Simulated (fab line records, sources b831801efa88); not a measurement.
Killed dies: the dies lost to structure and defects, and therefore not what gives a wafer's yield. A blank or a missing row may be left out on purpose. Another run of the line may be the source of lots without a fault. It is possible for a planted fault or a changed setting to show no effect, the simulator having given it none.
A struck lot beside a sound one ; flow sky130 ; 15 steps out of a route of 708
Sound: these wafers, L798.1, L798.3, L798.5. The struck wafers were L800.1, L800.4, L800.5. The cause comes at the end.
At each step with rows: each side's tool, then ch and its chambers, then its first start. Under that, the readings that differ: sound wafers ; struck wafers ; difference of the means ; sigmas: that difference in standard deviations of wafers without a fault.
alike: a reading whose means differ by less than 2 such deviations, as well as words and numbers matching on both sides. not compared: withheld readings; readings where some wafer has no value; bounds like >300 that might hide an equal value; numbers whose values overlap and for which the record gives no deviation.
Wherever a step has rows on one side only, a row that says differs or no value, or a row with sigmas, the two part there. Numbers that have no deviation but don't overlap get no sigmas and don't part them. A reading that every wafer of one side lacks parts them only if that side has two wafers or more.

SKY_VIA1_CMP_24: polishes, stops on SiO2, t overpolish 15 s, target thk 0 nm.
  sound on cmp-01 ch 0,1,2, day 36 15:40; struck on cmp-01 ch 0,1, day 37 01:19
  alike: motorCurrentA, overpolishRunS, platenRpm, slurryFlowMlMin, timeToEndpointS
SKY_METAL2_SPUTTER_00: material Ti, target thk 15 nm, time 10 s.
  sound: pvdSputter-02 at day 36 15:58; struck: pvdSputter-04 at day 37 01:37
  alike: throttleValvePct
SKY_METAL2_SPUTTER_01: material TiN, target thk 20 nm, time 16.7 s.
  sound: pvdSputter-02 at day 36 15:59; struck: pvdSputter-04 at day 37 01:38
  alike: throttleValvePct
then, 1 step without rows for these wafers: SKY_METAL2_SPUTTER_02 (material AlCu, target thk 250 nm, time 13.3 s).
SKY_METAL2_SPUTTER_03: material Ti, target thk 5 nm, time 3.3 s.
  sound: pvdSputter-02 at day 36 16:02; struck: pvdSputter-04 at day 37 01:41
  alike: throttleValvePct
SKY_METAL2_SPUTTER_04: material TiN, target thk 70 nm, time 58.3 s.
  sound: pvdSputter-02 at day 36 16:04; struck: pvdSputter-04 at day 37 01:42
  alike: throttleValvePct
SKY_METAL2_RS_MEAS_05: measurement is done with a four-point probe.
  sound: filmMetro-01 at day 36 16:06; struck: filmMetro-01 at day 37 01:45
  alike: METAL2_ALCU_RS
SKY_METAL2_THK_MEAS_06: measures by xrf.
  sound: filmMetro-01 at day 36 16:13; struck: filmMetro-01 at day 37 01:52
  alike: METAL2_ALCU_THK
then, 4 steps without rows for these wafers: SKY_METAL2_DEHYDRATE_07 (time 60 s); SKY_METAL2_HMDS_08 (prime time 60 s); SKY_METAL2_COAT_09 (resist thk 60 nm); SKY_METAL2_COAT_10 (resist thk 450 nm).
SKY_METAL2_SOFTBAKE_11: time 90 s.
  sound on lithoTrack-03 ch 0, day 37 03:00; struck on lithoTrack-04 ch 0, day 37 14:00
reading;sound;struck;difference;sigmas
heaterPowerTotalW (W);57.46 57.49 57.57;55.25 55.11 55.04;-2.37;-20
plateTempC (C);99.92 99.96 99.91;97.07 97.11 97.11;-2.83;-22
then, 1 step without rows for these wafers: SKY_METAL2_EXPOSE_12 (exposes mask MM2, target cd 140 nm).
-- the record jumps here: 10 days lie between the struck wafers' starts before and after (it left off in module METAL2 and takes up again in module PAD_OPEN, whose first step shown is number 708 of the route) --
SKY_PAD_OPEN_PROBE_99:
  only the struck wafers here have rows in the record (prober-01, day 48 01:07); the sound ones have none

WHERE THEY PART
At SKY_METAL2_SOFTBAKE_11 first; at SKY_PAD_OPEN_PROBE_99 last (within this record only).

WHY: what had been put in by the simulator
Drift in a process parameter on lithoTrack-04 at SKY_METAL2_SOFTBAKE_11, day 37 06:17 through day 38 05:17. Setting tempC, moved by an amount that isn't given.
